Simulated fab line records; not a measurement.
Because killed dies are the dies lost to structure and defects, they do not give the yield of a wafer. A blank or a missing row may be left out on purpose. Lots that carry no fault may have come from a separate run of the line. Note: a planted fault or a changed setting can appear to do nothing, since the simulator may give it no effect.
The same fault as seen by 2 desks / flow gf180mcu / each desk holds nothing but its own numbers, with what lay behind them at the end

DESK OF THE TOOL OWNER: pvd-sputter-01
At GF_M1_SPUTTER_04 (material TiN, target thk 50 nm, time 41.7 s) the tool's own readings: per lot run on this tool, the mean of the sampled wafers that have a number. Any lot whose mean is over 4 standard deviations away from the usual mean is out of limits and marked OUT; that distance is given in the brackets.
Columns: A = throttle-valve-pct at GF_M1_SPUTTER_04, usual 29.8 %
lot=L386; first seen here=day 16 04:32; A=30.5
lot=L390; first seen here=day 17 13:47; A=31.0
lot=L392; first seen here=day 18 06:47; A=30.5
lot=L395; first seen here=day 19 19:39; A=30.4
lot=L405; first seen here=day 23 04:13; A=30.3
lot=L406; first seen here=day 23 14:47; A=30.3
This desk found nothing out of limits on any of the 6 lots.

AT THE METROLOGY DESK
What the gauges read for every lot (on any tool): the sampled wafers with a number, averaged. Any lot whose mean is over 4 standard deviations away from the usual mean is out of limits and marked OUT; that distance is given in the brackets.
Columns: A = CONTACT_OVL at GF_CONTACT_OVL_MEAS_15, usual 1 nm; B = M1_ALCU_THK at GF_M1_THK_MEAS_06, usual 452 nm
lot=L386; first seen here=day 16 03:10; A=-3; B=456
lot=L388; first seen here=day 16 16:49; A=-5; B=454
lot=L390; first seen here=day 17 12:25; A=3; B=458
lot=L391; first seen here=day 17 20:23; A=1; B=453
lot=L392; first seen here=day 18 05:26; A=-1; B=448
lot=L393; first seen here=day 18 08:44; A=5; B=451
lot=L395; first seen here=day 19 18:02; A=8; B=449
lot=L396; first seen here=day 20 06:04; A=0; B=458
lot=L397; first seen here=day 20 07:40; A=0; B=453
lot=L405; first seen here=day 23 02:52; A=-1; B=441
lot=L406; first seen here=day 23 13:25; A=7; B=437
lot=L407; first seen here=day 23 20:55; A=3; B=445
lot=L409; first seen here=day 24 14:43; A=14; B=449
This desk found nothing out of limits on any of the 13 lots.

BROUGHT TOGETHER
The desk of the tool owner found nothing out of limits.
Metrology desk: nothing out of limits seen.

WHAT THE SIMULATOR HAD PUT IN
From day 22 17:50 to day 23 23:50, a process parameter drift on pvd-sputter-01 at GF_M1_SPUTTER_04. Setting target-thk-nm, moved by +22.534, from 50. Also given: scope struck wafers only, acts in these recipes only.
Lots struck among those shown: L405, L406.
